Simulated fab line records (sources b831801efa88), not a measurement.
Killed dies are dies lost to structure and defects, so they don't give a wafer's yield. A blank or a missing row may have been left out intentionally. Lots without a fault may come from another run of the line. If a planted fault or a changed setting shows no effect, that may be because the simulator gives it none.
Which tool is to blame? :: flow gf180mcu :: 18 wafers from 6 lots sampled at 2 of the route's 602 steps

## WHAT THE GAUGES SHOWED, per wafer
GF_STI_THK_MEAS_04.
lot: L860
measured: day 2 10:25
on: filmMetro-01
STI_CVD_03_THK (nm): 205.4 204.9 205.9

lot: L862
measured: day 2 19:34
on: filmMetro-04
STI_CVD_03_THK (nm): 207.2 206.0 205.8

lot: L866
measured: day 3 15:34
on: filmMetro-01
STI_CVD_03_THK (nm): 204.1 202.6 202.5

lot: L868
measured: day 4 02:35
on: filmMetro-02
STI_CVD_03_THK (nm): 210.1 209.5 207.0

lot: L870
measured: day 4 13:14
on: filmMetro-01
STI_CVD_03_THK (nm): 203.7 202.8 202.2

lot: L879
measured: day 6 08:34
on: filmMetro-02
STI_CVD_03_THK (nm): 210.0 208.0 208.3

## EACH LOT AND THE TOOL THAT RAN IT (in order: tool; ch and the chambers of the sampled wafers; start)
lot: L860
GF_STI_CVD_03: lpcvd-02 ch 1, day 2 08:26

lot: L862
GF_STI_CVD_03: lpcvd-01 ch 1, day 2 17:34

lot: L866
GF_STI_CVD_03: lpcvd-01 ch 1, day 3 13:34

lot: L868
GF_STI_CVD_03: lpcvd-02 ch 1, day 4 00:35

lot: L870
GF_STI_CVD_03: lpcvd-02 ch 0, day 4 11:14

lot: L879
GF_STI_CVD_03: lpcvd-02 ch 0, day 6 06:34
- GF_STI_CVD_03: deposits Si3N4 from DCS/NH3, target thk 207.16 nm, time 3551 s.

## THE ANSWER, worked out from the rows above alone
Rule: usual is defined by the lots themselves. The widest of any qualifying gaps counts: lots, ordered by their means at a reading, are off when they make up no more than a third of the lots, leave a main group of 4 or more, and stand apart from it by 3 or more times the standard deviation of that group's means. Not used: any main group whose means are identical at the precision the tables above print for the reading. A lot without any number at a reading at which 4 lots or more have one is off too. Any other lot the step has rows for is counted as sound.
No lot is off at any reading shown: from this, nothing can be told.

## WHAT THE SIMULATOR HAD PUT IN
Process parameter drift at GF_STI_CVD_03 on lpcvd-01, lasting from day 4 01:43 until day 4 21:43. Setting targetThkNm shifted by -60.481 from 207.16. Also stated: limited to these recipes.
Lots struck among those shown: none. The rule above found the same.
